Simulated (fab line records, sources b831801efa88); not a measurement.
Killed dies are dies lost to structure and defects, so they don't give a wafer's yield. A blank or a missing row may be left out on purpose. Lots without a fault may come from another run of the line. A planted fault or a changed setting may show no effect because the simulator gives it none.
Which tool did it? | flow sky130 | 6 lots, 18 wafers sampled, at 3 steps of a route of 708

WHAT THE GAUGES READ, wafer by wafer
SKY_PWDE_TW_MEAS_10.
lot  | measured    | on            | PWDE_TW
L723 | day 4 13:18 | film_metro-02 | 377 378 377
L727 | day 5 16:44 | film_metro-02 | 465 466 465
L729 | day 6 09:08 | film_metro-01 | 455 455 455
L732 | day 6 21:03 | film_metro-03 | 380 380 378
L739 | day 8 08:09 | film_metro-03 | 377 379 377
L742 | day 8 23:02 | film_metro-02 | 373 373 374

WHICH TOOL RAN EACH LOT (tool, then ch and the chambers of the sampled wafers, then the start)
lot  | SKY_FIELD_ISO_ETCH_14             | SKY_PWDE_IMPLANT_08
L723 | rie_diel-03 ch 2,3, day 2 20:14   | implanter-02 ch 0, day 4 13:04
L727 | rie_diel-01 ch 1,2, day 3 17:25   | implanter-02 ch 0, day 5 16:11
L729 | rie_diel-01 ch 1,3, day 4 03:22   | implanter-04 ch 0, day 6 08:16
L732 | rie_diel-01 ch 1,2, day 4 20:13   | implanter-02 ch 0, day 6 20:49
L739 | rie_diel-01 ch 0,2,3, day 6 07:23 | implanter-04 ch 0, day 8 07:54
L742 | rie_diel-04 ch 0,2,3, day 7 00:08 | implanter-02 ch 0, day 8 22:48
- SKY_FIELD_ISO_ETCH_14: etches BARC in N2/H2, stops on SiO2, time 45.9 s, target depth 60 nm.
- SKY_PWDE_IMPLANT_08

THE ANSWER, worked out from the rows above alone
Rule: what is usual is taken from the lots themselves. Put in order of their means at a reading, lots are off if they are a third of the lots or fewer, leave a main group of 4 or more, and stand apart from it by a gap of 3 or more times the standard deviation of the main group's means; of several such gaps the widest counts. A main group whose means are all the same, to the digits that the tables above print for the reading, isn't used. A lot without any number at a reading at which 4 lots or more have one is off too. The other lots that the step has rows for count as sound.
Off: L727, L729, at SKY_PWDE_TW_MEAS_10 (PWDE_TW). The main group: mean 377, standard deviation 2.2.
A tool fits if, at a process step before that reading, it ran every lot that is off, and no sound lot after the first of them. The gauges at SKY_PWDE_TW_MEAS_10 are tried like those tools. None of those tried fits.

WHAT THE SIMULATOR HAD PUT IN
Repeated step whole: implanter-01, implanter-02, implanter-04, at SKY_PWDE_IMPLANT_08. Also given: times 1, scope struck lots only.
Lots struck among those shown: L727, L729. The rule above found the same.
